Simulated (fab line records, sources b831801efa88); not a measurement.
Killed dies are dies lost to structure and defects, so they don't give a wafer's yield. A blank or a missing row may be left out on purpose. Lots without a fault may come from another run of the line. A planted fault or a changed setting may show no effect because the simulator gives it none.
fab line records | flow sky130
record lots=10 wafers=30 last_day=49
route steps=708 shown METAL1@439 VIA1@470 METAL5@665 PAD_OPEN@708
lots that met no fault: from a run of the same line without faults
start_h: hours from the record's first day to the start of the lot's first wafer shown | wait_h: hours since the lot's step before | " the same as in the row above | L1.1+2: a row that stands for several wafers | - no value, or no start given | * or withheld: withheld | < > ~ a bound
route shown NAME@n: a module of which the file shows steps, and the number in the route of the first | usual: mean/standard deviation of fault-free wafers | same: alike in all rows | chamber/n: place in a boat | sites: the reading at each site | _std_site: their standard deviation | _edge_site: outer sites' mean less inner sites' | radius_mm: how far each site lies from the wafer's centre | mask NAME#n: copy n | behind: the tool/chamber that last shaped the wafer | hold: why the lot was held/for how many hours/how that ended | device: the transistor (n, p or np) that didn't switch | end of line: the same wafers' tests at the end of the route | a step without rows: its recipe alone | killed: dies lost to structure and defects at the first sort, not the wafer's yield | map: a wafer's dies, x killed, . not, _ none there
set.NAME: the setting as run; set.NAME@STEP: as run at that earlier step | model.NAME: the simulator's own value behind a step, which no gauge read
steps of the route over a sample of lots; a table a step, a row a wafer
services: from which hour (start_h, from the record's first day; less than 0 if before it) a tool's chamber was out of use, for how many hours, and why
## steps
# step SKY_METAL1_RS_MEAS_05
# recipe thk_meas_gauge=four-point-probe reads=TiN_of_METAL1_SPUTTER_04+Ti_of_METAL1_SPUTTER_03+AlCu_of_METAL1_SPUTTER_02+TiN_of_METAL1_SPUTTER_01+Ti_of_METAL1_SPUTTER_00
# usual METAL1_ALCU_RS=0.1264/0.0012
# columns lot.wafer tool chamber start_h wait_h METAL1_ALCU_RS[ohm/sq]
L255.1 film_metro-04 - 726.58 0.0 0.1273
L255.4 " - " " 0.1274
L255.6 " - " " 0.1270
L258.1 film_metro-02 - 753.42 0.0 0.1257
L258.3 " - " " 0.1253
L258.6 " - " " 0.1235
L259.1 film_metro-04 - 763.84 0.0 0.1280
L259.4 " - " " 0.1252
L259.6 " - " " 0.1261
L266.1 film_metro-01 - 813.30 0.0 0.1282
L266.2 " - " " 0.1267
L266.6 " - " " 0.1272
L267.3 film_metro-02 - 815.48 0.1 0.1256
L267.4 " - " " 0.1266
L267.5 " - " " 0.1274
L268.1 film_metro-02 - 823.24 0.0 0.1273
L268.2 " - " " 0.1265
L268.5 " - " " 0.1283
L269.1 film_metro-01 - 834.13 0.0 0.1271
L269.5 " - " " 0.1274
L269.6 " - " " 0.1272
L270.1 film_metro-01 - 846.56 0.0 0.1263
L270.3 " - " " 0.1258
L270.4 " - " " 0.1271
L272.1 film_metro-01 - 858.14 0.0 0.1257
L272.4 " - " " 0.1258
L272.5 " - " " 0.1245
L274.2 film_metro-01 - 878.75 0.0 0.1269
L274.4 " - " " 0.1279
L274.6 " - " " 0.1272
# step SKY_METAL1_THK_MEAS_06
# recipe thk_meas_gauge=xrf reads=AlCu_of_METAL1_SPUTTER_02
# usual METAL1_ALCU_THK=248.6/2.5
# columns lot.wafer tool chamber start_h wait_h METAL1_ALCU_THK[nm]
L255.1 film_metro-04 - 726.70 0.1 246.4
L255.4 " - " " 247.3
L255.6 " - " " 247.7
L258.1 film_metro-02 - 753.54 0.1 248.8
L258.3 " - " " 249.6
L258.6 " - " " 252.3
L259.1 film_metro-04 - 763.96 0.1 245.8
L259.4 " - " " 251.1
L259.6 " - " " 249.9
L266.1 film_metro-01 - 813.42 0.1 244.4
L266.2 " - " " 247.6
L266.6 " - " " 248.5
L267.3 film_metro-02 - 815.58 0.1 248.7
L267.4 " - " " 249.0
L267.5 " - " " 247.5
L268.1 film_metro-02 - 823.36 0.1 246.1
L268.2 " - " " 250.8
L268.5 " - " " 243.8
L269.1 film_metro-01 - 834.25 0.1 248.8
L269.5 " - " " 245.1
L269.6 " - " " 247.7
L270.1 film_metro-01 - 846.68 0.1 248.5
L270.3 " - " " 252.3
L270.4 " - " " 249.1
L272.1 film_metro-01 - 858.26 0.1 250.0
L272.4 " - " " 251.0
L272.5 " - " " 254.6
L274.2 film_metro-01 - 878.86 0.1 248.9
L274.4 " - " " 246.1
L274.6 " - " " 247.8
# step SKY_VIA1_CD_MEAS_12
# recipe target_cd_nm=150
# usual cd_nm=150.0/1.7
# columns lot.wafer tool chamber start_h wait_h cd_nm
L255.1 cd_sem-02 - 780.47 - 154.0
L255.4 " - " " 151.9
L255.6 " - " " 150.6
L258.1 cd_sem-01 - 806.80 - 147.4
L258.3 " - " " 147.5
L258.6 " - " " 146.6
L259.1 cd_sem-01 - 817.70 - 152.6
L259.4 " - " " 152.5
L259.6 " - " " 151.8
L266.1 cd_sem-02 - 867.97 - 151.0
L266.2 " - " " 150.7
L266.6 " - " " 151.6
L267.3 cd_sem-02 - 870.76 - 148.3
L267.4 " - " " 148.7
L267.5 " - " " 149.4
L268.1 cd_sem-02 - 877.72 - 151.5
L268.2 " - " " 150.8
L268.5 " - " " 153.4
L269.1 cd_sem-01 - 888.70 - 148.4
L269.5 " - " " 147.3
L269.6 " - " " 144.8
L270.1 cd_sem-02 - 901.12 - 146.3
L270.3 " - " " 147.7
L270.4 " - " " 148.1
L272.1 cd_sem-02 - 912.40 - 150.8
L272.4 " - " " 150.1
L272.5 " - " " 152.5
L274.2 cd_sem-02 - 933.29 - 151.1
L274.4 " - " " 150.4
L274.6 " - " " 150.3
# step SKY_METAL5_SPUTTER_04
# recipe material=TiN target_thk_nm=70 power_w=6500 time_s=58.3 chamber_pressure_pa=0.4
# usual cathode_dc_power_W=6500.0/1.1 chamber_pressure_pa=0.4001/0.00085 throttle_valve_pct=29.4/1.3 time_s=58.3/0
# columns lot.wafer tool chamber start_h wait_h cathode_dc_power_W chamber_pressure_pa throttle_valve_pct time_s
L255.1 pvd_sputter-03 - 1003.78 0.0 6501.7 0.3995 28.9 58.3
L255.4 " - " " 6500.2 0.3994 30.0 58.3
L255.6 " - " " 6500.5 0.4016 28.7 58.3
L258.1 pvd_sputter-02 - 1024.32 0.0 - - - -
L258.3 " - " " - - - -
L258.6 " - " " - - - -
L259.1 pvd_sputter-02 - 1033.88 0.0 - - - -
L259.4 " - " " - - - -
L259.6 " - " " - - - -
L266.1 pvd_sputter-04 - 1075.33 0.0 6499.4 0.3991 30.3 58.3
L266.2 " - " " 6500.7 0.3996 31.0 58.3
L266.6 " - " " 6498.6 0.4001 29.0 58.3
L267.3 pvd_sputter-03 - 1077.67 0.0 6499.5 0.4013 29.0 58.3
L267.4 " - " " 6501.9 0.4006 30.0 58.3
L267.5 " - " " 6500.3 0.4003 31.5 58.3
L268.1 pvd_sputter-02 - 1082.82 0.0 6498.0 0.3995 30.8 58.3
L268.2 " - " " 6499.7 0.4017 30.3 58.3
L268.5 " - " " 6501.7 0.4017 30.1 58.3
L269.1 pvd_sputter-02 - 1091.09 0.0 6499.1 0.3999 30.7 58.3
L269.5 " - " " 6500.1 0.4007 30.6 58.3
L269.6 " - " " 6500.8 0.3996 28.5 58.3
L270.1 pvd_sputter-02 - 1101.38 0.0 6500.1 0.3993 30.1 58.3
L270.3 " - " " 6501.1 0.4006 26.7 58.3
L270.4 " - " " 6500.1 0.3996 28.7 58.3
L272.1 pvd_sputter-02 - 1108.83 0.0 6499.0 0.3990 28.2 58.3
L272.4 " - " " 6501.1 0.4002 30.7 58.3
L272.5 " - " " 6502.7 0.3992 26.6 58.3
L274.2 pvd_sputter-02 - 1125.23 0.0 6499.8 0.3991 30.8 58.3
L274.4 " - " " 6499.8 0.3984 28.4 58.3
L274.6 " - " " 6497.5 0.4004 30.7 58.3
# step SKY_METAL5_THK_MEAS_06
# recipe thk_meas_gauge=xrf reads=AlCu_of_METAL5_SPUTTER_02
# usual METAL5_ALCU_THK=1138/13
# columns lot.wafer tool chamber start_h wait_h METAL5_ALCU_THK[nm]
L255.1 film_metro-04 - 1003.95 0.1 1136
L255.4 " - " " 1138
L255.6 " - " " 1145
L258.1 film_metro-01 - 1024.49 0.1 1371
L258.3 " - " " 1366
L258.6 " - " " 1371
L259.1 film_metro-02 - 1034.04 0.1 1339
L259.4 " - " " 1347
L259.6 " - " " 1340
L266.1 film_metro-01 - 1075.62 0.1 1170
L266.2 " - " " 1135
L266.6 " - " " 1154
L267.3 film_metro-02 - 1077.86 0.1 1145
L267.4 " - " " 1137
L267.5 " - " " 1146
L268.1 film_metro-01 - 1082.99 0.1 1129
L268.2 " - " " 1132
L268.5 " - " " 1136
L269.1 film_metro-01 - 1091.26 0.1 1132
L269.5 " - " " 1145
L269.6 " - " " 1131
L270.1 film_metro-01 - 1101.55 0.1 1156
L270.3 " - " " 1155
L270.4 " - " " 1133
L272.1 film_metro-02 - 1109.00 0.1 1114
L272.4 " - " " 1125
L272.5 " - " " 1127
L274.2 film_metro-04 - 1125.41 0.1 1138
L274.4 " - " " 1121
L274.6 " - " " 1124
# step SKY_METAL5_METAL_ETCH_15
# recipe target_depth_a=12600 stop_on=SiO2 over_etch_frac=0.2 time_s=252 chemistry=Cl2/BCl3 resist_sidewall_deg=86 pressure_mtorr=10 icp_w=900 bias_w=48.5 Cl2_flow_sccm=60 bcl3_flow_sccm=30
# usual bias_w=48.49/0.15 drypump_motor_current_A=5.7/0.51 oes_product_au=0.893/0.0052 throttle_valve_pct=22.264/0.0091
# same time_s=252
# columns lot.wafer tool chamber start_h wait_h bias_w drypump_motor_current_A oes_product_au rf_hours_counter_h throttle_valve_pct
L255.1 rie_metal-02 0 1025.56 0.0 48.61 5.7 0.885 16 22.281
L255.4 " 1 " " 48.52 6.2 0.901 - 22.265
L255.6 " 1 " " 48.60 6.2 0.889 - 22.263
L258.1 rie_metal-02 1 1045.89 0.0 48.80 6.2 0.884 20 22.260
L258.3 " 0 " " 48.41 5.7 0.874 - 22.277
L258.6 " 0 " " 48.46 5.7 0.884 - 22.269
L259.1 rie_metal-03 1 1055.51 0.0 48.10 5.4 0.879 23 22.260
L259.4 " 1 " " 48.17 5.3 0.873 - 22.242
L259.6 " 1 " " 48.16 5.4 0.873 - 22.269
L266.1 rie_metal-03 0 1095.77 0.1 48.32 6.4 0.897 10 22.263
L266.2 " 0 " " 48.43 6.4 0.892 - 22.260
L266.6 " 0 " " 48.33 6.4 0.897 - 22.257
L267.3 rie_metal-03 0 1098.03 0.2 48.53 6.4 0.890 - 22.271
L267.4 " 0 " " 48.52 6.4 0.892 - 22.264
L267.5 " 0 " " 48.57 6.4 0.905 - 22.260
L268.1 rie_metal-04 0 1102.61 0.0 48.21 5.5 0.895 31 22.250
L268.2 " 1 " " 48.28 5.0 0.897 8 22.266
L268.5 " 1 " " 48.52 5.0 0.890 - 22.275
L269.1 rie_metal-02 1 1111.11 0.0 48.51 6.2 0.897 24 22.258
L269.5 " 1 " " 48.24 6.2 0.892 - 22.267
L269.6 " 0 " " 48.25 5.7 0.895 - 22.260
L270.1 rie_metal-02 1 1120.67 0.1 48.56 6.2 0.889 25 22.281
L270.3 " 1 " " 48.44 6.2 0.890 - 22.260
L270.4 " 1 " " 48.48 6.2 0.891 - 22.270
L272.1 rie_metal-03 1 1128.09 0.0 48.79 5.4 0.897 2 22.262
L272.4 " 1 " " 48.60 5.4 0.888 - 22.255
L272.5 " 1 " " 48.73 5.4 0.899 - 22.266
L274.2 rie_metal-04 0 1143.80 0.0 48.31 5.5 0.895 33 22.265
L274.4 " 0 " " 48.64 5.5 0.901 - 22.263
L274.6 " 1 " " 48.36 5.0 0.886 - 22.263
# step SKY_PAD_OPEN_PROBE_99
# usual defect_limited_yield=82.5/1.9 killed_at_M0_to_M3=42/7.4 killed_at_M4_up=3.4/1.8 killed_at_contacts=25/5.4 killed_at_front_end=15/4.4 killed_at_other=0.2/0.52 killed_dies=86/9.3 killed_open=47/7.6 killed_short=39/6.5 sort_bin_3_pad_short=0.9/0.46 sort_bin_5_function=10.3/1.5 sort_bin_6_memory=6.3/1.2 sort_n_pass=406/9.3 sort_yield_pct=82.5/1.9
# same gross_dies=492 killed_at_back_side=0 sort_bin_4_leakage[%]=0 sort_bin_8_speed[%]=0
# columns lot.wafer tool chamber start_h wait_h defect_limited_yield[%] killed_at_M0_to_M3 killed_at_M4_up killed_at_contacts killed_at_front_end killed_at_other killed_dies killed_open killed_short sort_bin_3_pad_short[%] sort_bin_5_function[%] sort_bin_6_memory[%] sort_n_pass sort_yield_pct[%]
L255.1 prober-01 - 1072.98 0.1 83.1 41 4 21 17 0 83 50 33 0.4 9.1 7.3 409 83.1
L255.4 prober-01 - 1073.13 0.2 80.3 53 2 23 19 0 97 57 40 1.4 12.8 5.5 395 80.3
L255.6 prober-01 - 1073.23 0.2 83.1 41 3 19 19 1 83 44 39 0.6 8.9 7.3 409 83.1
L258.1 prober-02 - 1090.45 0.1 84.8 37 3 17 18 0 75 33 42 1.0 8.7 5.5 417 84.8
L258.3 prober-02 - 1090.55 0.2 82.9 36 2 25 21 0 84 51 33 0.4 8.7 7.9 408 82.9
L258.6 prober-02 - 1090.70 0.2 81.5 40 7 30 13 1 91 54 37 0.8 10.8 6.9 401 81.5
L259.1 prober-01 - 1099.96 0.1 83.1 41 2 25 15 0 83 50 33 0.6 11.4 4.9 409 83.1
L259.4 prober-01 - 1100.11 0.2 81.9 53 5 15 16 0 89 42 47 0.8 10.6 6.7 403 81.9
L259.6 prober-01 - 1100.21 0.2 81.7 38 7 31 14 0 90 56 34 0.4 11.4 6.5 402 81.7
L266.1 prober-02 - 1138.21 0.1 83.9 37 4 26 12 0 79 40 39 0.4 11.0 4.7 413 83.9
L266.2 prober-02 - 1138.26 0.1 81.1 49 2 25 17 0 93 50 43 1.2 12.2 5.5 399 81.1
L266.6 prober-02 - 1138.46 0.2 80.9 42 3 27 21 1 94 58 36 0 12.4 6.7 398 80.9
L267.3 prober-01 - 1140.50 0.2 80.7 53 2 26 14 0 95 51 44 1.2 12.0 6.1 397 80.7
L267.4 prober-01 - 1140.55 0.2 81.7 49 5 15 21 0 90 43 47 0.8 11.8 5.7 402 81.7
L267.5 prober-01 - 1140.60 0.2 78.3 50 5 30 21 1 107 64 43 1.2 13.2 7.3 385 78.3
L268.1 prober-02 - 1143.60 0.1 85.4 35 0 23 14 0 72 40 32 0.2 7.9 6.5 420 85.4
L268.2 prober-02 - 1143.65 0.1 83.9 34 0 26 19 0 79 43 36 0.4 7.1 8.5 413 83.9
L268.5 prober-02 - 1143.80 0.2 82.9 45 4 25 10 0 84 48 36 1.4 9.6 6.1 408 82.9
L269.1 prober-02 - 1152.18 0.1 84.1 38 4 19 17 0 78 41 37 0.8 9.8 5.3 414 84.1
L269.5 prober-02 - 1152.38 0.2 83.3 31 4 30 17 0 82 46 36 0.8 10.2 5.7 410 83.3
L269.6 prober-02 - 1152.43 0.2 85.2 32 2 21 18 0 73 39 34 0.4 11.0 3.5 419 85.2
L270.1 prober-01 - 1160.47 0.1 81.7 45 3 26 16 0 90 53 37 0.6 10.8 6.9 402 81.7
L270.3 prober-01 - 1160.57 0.2 83.1 46 5 18 14 0 83 41 42 1.4 8.5 6.9 409 83.1
L270.4 prober-01 - 1160.62 0.2 83.7 33 2 22 22 1 80 41 39 0.4 7.9 7.9 412 83.7
L272.1 prober-01 - 1166.49 0.1 80.3 51 2 34 10 0 97 69 28 0.4 11.8 7.5 395 80.3
L272.4 prober-01 - 1166.64 0.2 84.6 41 3 20 12 0 76 43 33 1.6 8.7 5.1 416 84.6
L272.5 prober-01 - 1166.69 0.2 81.3 38 1 34 19 0 92 56 36 1.2 10.0 7.5 400 81.3
L274.2 prober-02 - 1180.29 0.1 82.7 36 2 28 18 1 85 42 43 0.6 10.4 6.3 407 82.7
L274.4 prober-02 - 1180.39 0.2 85.4 37 4 24 7 0 72 42 30 0.4 8.7 5.5 420 85.4
L274.6 prober-02 - 1180.49 0.2 84.6 34 2 30 10 0 76 41 35 0.6 9.1 5.7 416 84.6
# killed by level:class
L255.1 VIA1:geometric_particle:open=14 VIA3:geometric_particle:open=11 CONTACT:geometric_particle:open=9 POLY_GATE:geometric_particle:short=6 FIELD_ISO:geometric_particle:open=4 LI_CONTACT:geometric_particle:short=4 METAL2:geometric_particle:short=4 FIELD_ISO:geometric_particle:short=3
L255.4 VIA1:geometric_particle:open=18 CONTACT:geometric_particle:open=10 FIELD_ISO:geometric_particle:open=9 LOCAL_INTERCONNECT:geometric_particle:short=6 VIA3:geometric_particle:open=6 METAL1:geometric_particle:short=5 VIA2:geometric_particle:open=5 FIELD_ISO:geometric_particle:short=4
L255.6 VIA1:geometric_particle:open=10 FIELD_ISO:geometric_particle:open=7 VIA1:geometric_particle:short=7 LI_CONTACT:geometric_particle:open=6 VIA2:geometric_particle:open=6 FIELD_ISO:geometric_particle:short=5 CONTACT:geometric_particle:open=5 VIA3:geometric_particle:open=4
L258.1 METAL2:geometric_particle:short=8 VIA1:geometric_particle:open=7 POLY_GATE:geometric_particle:open=6 CONTACT:geometric_particle:short=6 VIA2:geometric_particle:open=5 LOCAL_INTERCONNECT:geometric_particle:short=4 VIA2:geometric_particle:short=4 SPACER:geometric_particle:open=3
L258.3 CONTACT:geometric_particle:open=10 VIA2:geometric_particle:open=8 FIELD_ISO:geometric_particle:open=6 POLY_GATE:geometric_particle:short=6 LOCAL_INTERCONNECT:geometric_particle:short=6 VIA1:geometric_particle:open=6 VIA3:geometric_particle:open=6 LOCAL_INTERCONNECT:geometric_particle:open=5
L258.6 CONTACT:geometric_particle:open=16 VIA1:geometric_particle:open=12 VIA3:geometric_particle:open=8 METAL1:geometric_particle:short=6 METAL4:geometric_particle:short=6 LI_CONTACT:geometric_particle:short=4 FIELD_ISO:geometric_particle:short=4 FIELD_ISO:geometric_particle:open=4
L259.1 CONTACT:geometric_particle:open=11 VIA1:geometric_particle:open=10 VIA1:geometric_particle:short=7 VIA3:geometric_particle:open=6 VIA2:geometric_particle:open=6 METAL2:geometric_particle:short=6 FIELD_ISO:geometric_particle:short=5 FIELD_ISO:geometric_particle:open=5
L259.4 VIA1:geometric_particle:open=9 VIA1:geometric_particle:short=9 METAL1:geometric_particle:short=7 VIA3:geometric_particle:open=7 METAL2:geometric_particle:short=6 VIA2:geometric_particle:open=6 FIELD_ISO:geometric_particle:short=5 POLY_GATE:geometric_particle:short=5
L259.6 CONTACT:geometric_particle:open=17 VIA1:geometric_particle:open=11 METAL4:geometric_particle:short=6 LI_CONTACT:geometric_particle:open=5 VIA3:geometric_particle:open=5 METAL2:geometric_particle:short=5 METAL1:geometric_particle:short=4 VIA1:geometric_particle:short=4
L266.1 CONTACT:geometric_particle:open=10 VIA3:geometric_particle:open=7 LOCAL_INTERCONNECT:geometric_particle:short=5 LI_CONTACT:geometric_particle:open=5 VIA1:geometric_particle:open=5 VIA2:geometric_particle:short=5 VIA3:geometric_particle:short=5 FIELD_ISO:geometric_particle:short=4
L266.2 LI_CONTACT:geometric_particle:open=10 CONTACT:geometric_particle:open=8 VIA1:geometric_particle:open=8 VIA2:geometric_particle:open=8 VIA3:geometric_particle:open=7 FIELD_ISO:geometric_particle:short=6 METAL2:geometric_particle:short=6 METAL1:geometric_particle:short=5
L266.6 CONTACT:geometric_particle:open=14 VIA1:geometric_particle:open=14 FIELD_ISO:geometric_particle:short=10 VIA2:geometric_particle:open=6 VIA3:geometric_particle:open=6 FIELD_ISO:geometric_particle:open=5 LI_CONTACT:geometric_particle:open=5 VIA1:geometric_particle:short=5
L267.3 VIA1:geometric_particle:open=13 VIA2:geometric_particle:open=11 CONTACT:geometric_particle:open=7 VIA3:geometric_particle:open=6 FIELD_ISO:geometric_particle:short=6 METAL1:geometric_particle:short=6 METAL2:geometric_particle:short=6 LOCAL_INTERCONNECT:geometric_particle:short=5
L267.4 METAL1:geometric_particle:short=9 VIA1:geometric_particle:open=9 FIELD_ISO:geometric_particle:short=8 VIA2:geometric_particle:open=8 METAL2:geometric_particle:short=6 VIA3:geometric_particle:open=6 FIELD_ISO:geometric_particle:open=5 LI_CONTACT:geometric_particle:open=5
L267.5 VIA1:geometric_particle:open=17 LI_CONTACT:geometric_particle:open=10 FIELD_ISO:geometric_particle:short=8 VIA2:geometric_particle:open=8 FIELD_ISO:geometric_particle:open=6 CONTACT:geometric_particle:open=6 CONTACT:geometric_particle:short=6 VIA3:geometric_particle:open=6
L268.1 LI_CONTACT:geometric_particle:open=8 CONTACT:geometric_particle:open=7 VIA1:geometric_particle:open=7 METAL2:geometric_particle:short=5 VIA2:geometric_particle:open=5 FIELD_ISO:geometric_particle:short=4 VIA3:geometric_particle:open=4 METAL2:geometric_particle:open=4
L268.2 CONTACT:geometric_particle:open=9 VIA1:geometric_particle:open=9 LI_CONTACT:geometric_particle:open=8 VIA1:geometric_particle:short=6 METAL2:geometric_particle:short=6 CONTACT:geometric_particle:short=5 FIELD_ISO:geometric_particle:short=4 POLY_GATE:geometric_particle:open=4
L268.5 VIA1:geometric_particle:open=9 VIA3:geometric_particle:open=8 CONTACT:geometric_particle:short=6 CONTACT:geometric_particle:open=6 LI_CONTACT:geometric_particle:open=5 METAL1:geometric_particle:short=5 VIA1:geometric_particle:short=5 METAL2:geometric_particle:short=5
L269.1 VIA3:geometric_particle:open=11 LI_CONTACT:geometric_particle:open=7 CONTACT:geometric_particle:open=5 VIA2:geometric_particle:open=5 FIELD_ISO:geometric_particle:open=4 POLY_GATE:geometric_particle:short=4 METAL1:geometric_particle:short=4 VIA1:geometric_particle:short=4
L269.5 LI_CONTACT:geometric_particle:open=10 CONTACT:geometric_particle:open=8 VIA1:geometric_particle:open=8 FIELD_ISO:geometric_particle:short=6 METAL1:geometric_particle:short=6 LOCAL_INTERCONNECT:geometric_particle:short=5 FIELD_ISO:geometric_particle:open=4 CONTACT:geometric_particle:short=4
L269.6 VIA1:geometric_particle:open=11 FIELD_ISO:geometric_particle:short=7 FIELD_ISO:geometric_particle:open=6 METAL1:geometric_particle:short=6 LI_CONTACT:geometric_particle:open=5 CONTACT:geometric_particle:short=4 LOCAL_INTERCONNECT:geometric_particle:short=4 METAL2:geometric_particle:short=4
L270.1 VIA1:geometric_particle:open=10 LI_CONTACT:geometric_particle:open=9 CONTACT:geometric_particle:open=9 METAL2:geometric_particle:short=8 VIA3:geometric_particle:open=8 VIA1:geometric_particle:short=5 CONTACT:geometric_particle:short=3 METAL1:geometric_particle:short=3
L270.3 METAL2:geometric_particle:short=8 CONTACT:geometric_particle:open=7 VIA3:geometric_particle:open=7 METAL3:geometric_particle:short=7 VIA1:geometric_particle:open=6 VIA2:geometric_particle:open=6 METAL4:geometric_particle:short=5 FIELD_ISO:geometric_particle:short=4
L270.4 CONTACT:geometric_particle:open=7 FIELD_ISO:geometric_particle:open=6 VIA1:geometric_particle:open=6 LOCAL_INTERCONNECT:geometric_particle:short=5 VIA3:geometric_particle:open=5 FIELD_ISO:geometric_particle:short=4 POLY_GATE:geometric_particle:short=4 POLY_GATE:geometric_particle:open=4
L272.1 VIA1:geometric_particle:open=18 CONTACT:geometric_particle:open=15 LI_CONTACT:geometric_particle:open=12 VIA1:geometric_particle:short=7 VIA2:geometric_particle:open=7 VIA3:geometric_particle:open=7 POLY_GATE:geometric_particle:short=3 CONTACT:geometric_particle:short=3
L272.4 VIA1:geometric_particle:open=10 LI_CONTACT:geometric_particle:open=7 CONTACT:geometric_particle:open=7 VIA2:geometric_particle:open=7 FIELD_ISO:geometric_particle:short=5 METAL2:geometric_particle:short=5 VIA1:geometric_particle:short=4 METAL3:geometric_particle:short=4
L272.5 CONTACT:geometric_particle:open=12 LI_CONTACT:geometric_particle:open=11 VIA2:geometric_particle:open=10 VIA1:geometric_particle:open=7 METAL1:geometric_particle:short=6 VIA3:geometric_particle:open=6 FIELD_ISO:geometric_particle:short=5 FIELD_ISO:geometric_particle:open=5
L274.2 CONTACT:geometric_particle:open=11 VIA1:geometric_particle:open=9 METAL1:geometric_particle:short=7 FIELD_ISO:geometric_particle:short=6 LI_CONTACT:geometric_particle:open=6 CONTACT:geometric_particle:short=6 VIA3:geometric_particle:open=5 VIA1:geometric_particle:short=4
L274.4 VIA1:geometric_particle:open=13 LOCAL_INTERCONNECT:geometric_particle:short=7 CONTACT:geometric_particle:open=6 VIA3:geometric_particle:open=5 METAL2:geometric_particle:short=5 FIELD_ISO:geometric_particle:open=4 LI_CONTACT:geometric_particle:open=4 CONTACT:geometric_particle:short=3
L274.6 CONTACT:geometric_particle:open=10 VIA3:geometric_particle:open=8 LI_CONTACT:geometric_particle:open=6 CONTACT:geometric_particle:short=6 VIA1:geometric_particle:open=6 LOCAL_INTERCONNECT:geometric_particle:short=5 METAL2:geometric_particle:short=5 FIELD_ISO:geometric_particle:open=3
## services
# columns tool chamber start_h hours kind
pvd_sputter-02 - 1015.74 3.4 repair
rie_metal-04 1 1025.74 13.0 repair
pvd_sputter-03 - 1042.99 2.7 repair
rie_metal-03 1 1078.95 - clean
rie_metal-03 1 1078.95 22.9 scheduled_down
rie_metal-03 1 1078.95 22.9 vent_cycle
pvd_sputter-02 - 1095.45 3.9 repair
rie_metal-04 0 1108.49 13.5 repair
rie_metal-02 0 1118.86 47.7 repair
pvd_sputter-02 - 1127.32 22.5 repair
rie_metal-02 1 1128.55 37.4 repair
pvd_sputter-04 - 1128.56 15.4 repair
## key
first_sign step=SKY_METAL5_SPUTTER_04 reading=tool_record direction=missing
effect step=SKY_METAL5_THK_MEAS_06 reading=METAL5_ALCU_THK direction=up sigmas=16 usual=1138 struck=1356
effect step=SKY_METAL5_METAL_ETCH_15 reading=oes_product_au direction=down sigmas=3 usual=0.893 struck=0.878 wafers_moved=5
met_at SKY_METAL5_SPUTTER_04
struck_lots L258,L259
not_acting_at SKY_METAL1_RS_MEAS_05,SKY_METAL1_THK_MEAS_06,SKY_VIA1_CD_MEAS_12
fault kind=skipped_step_whole tool=pvd_sputter-02 chamber=- onset_h=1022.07 steps=SKY_METAL5_SPUTTER_04 scope=struck_lots_only
